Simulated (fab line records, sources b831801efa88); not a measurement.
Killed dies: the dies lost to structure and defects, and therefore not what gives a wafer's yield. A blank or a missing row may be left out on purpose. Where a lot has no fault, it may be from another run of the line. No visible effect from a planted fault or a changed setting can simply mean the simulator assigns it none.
Matching of chambers -- flow gf180mcu -- GF_V4_CMP_26 on cmp-02: 4 sister chambers
The step polishes, stops on SiO2, t overpolish 15 s, target thk 0 nm. 8 wafers are shown with their chamber, then 7 later ones without.

## EACH WAFER AND ITS CHAMBER
wafer,chamber,motorCurrentA (A),timeToEndpointS (s)
L590.2,3,11.8,76
L590.5,1,9.6,78
L592.3,3,11.4,77
L595.2,0,13.3,88
L595.3,1,9.9,78
L595.4,2,9.3,86
L608.2,0,13.0,85
L608.3,2,9.5,85

## WAFERS WITH NO CHAMBER GIVEN
wafer,motorCurrentA (A),timeToEndpointS (s)
L608.4,11.1,77
L609.1,9.1,82
L609.3,12.3,87
L609.5,10.1,78
L610.1,12.5,80
L610.3,11.4,74
L610.6,9.6,76

## WHICH CHAMBER EACH ONE RAN IN
wafer,from the rows above,in truth
L608.4,3,3
L609.1,can't be placed: 2 or 1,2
L609.3,0,0
L609.5,1,1
L610.1,can't be placed: 3 or 0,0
L610.3,3,3
L610.6,1,1
5 of 7 placed correctly. These rows do not allow placing 2 (true chamber among the candidates in 2). Placed wrongly: 0.
How it was worked out, from the rows above alone: a wafer's distance from a chamber is the root of the sum, over the readings, of the square of ((its reading less the chamber's mean) divided by the reading's scatter). If the next closest chamber is less than 2 further off than the closest, the wafer can't be placed; otherwise it belongs to the closest. Each chamber's mean is taken over the wafers shown for it. The scatter: the root of (the sum of the squares of (reading less its chamber's mean) over the shown wafers, divided by (wafers less chambers)).
